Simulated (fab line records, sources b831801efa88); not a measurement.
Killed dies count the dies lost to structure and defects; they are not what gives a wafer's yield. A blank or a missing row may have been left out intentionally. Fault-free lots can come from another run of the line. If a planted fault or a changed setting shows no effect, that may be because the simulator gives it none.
Chamber matching ; flow sky130 ; 3 sister chambers for SKY_SONOS_TUNNEL_WET_ETCH_10 on wet-bench-02
The step etches SiO2 in dHF, target depth 14 nm, time 280 s. 3 wafers are shown with their chamber, then 4 later ones without.

WAFERS PAIRED WITH THEIR CHAMBERS
wafer;chamber;run-length-s (s)
L598.3;2;313
L611.6;1;314
L612.3;3;314

WAFERS WITH NO CHAMBER GIVEN
wafer;run-length-s (s)
L612.5;314
L613.1;306
L613.2;306
L613.6;306

WHICH CHAMBER EACH ONE RAN IN
wafer;from the rows above;in truth
L612.5;can't be placed: 1 or 3 or 2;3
L613.1;can't be placed: 2 or 1 or 3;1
L613.2;can't be placed: 2 or 1 or 3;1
L613.6;can't be placed: 2 or 1 or 3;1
Correctly placed: 0 of 4. Not placeable from these rows: 4 (in 4, the candidates include the true chamber). Placed wrongly: 0.
How it was worked out, from the rows above alone: a wafer's distance from a chamber is the root of the sum, over the readings, of the square of ((its reading less the chamber's mean) divided by the reading's scatter). If the next closest chamber is less than 2 further off than the closest, the wafer can't be placed; otherwise it belongs to the closest. The mean given for a chamber averages the wafers shown for that chamber. The scatter: with one shown wafer a chamber, the root of the mean of the squares of how far each hidden wafer lies from its nearest shown one.
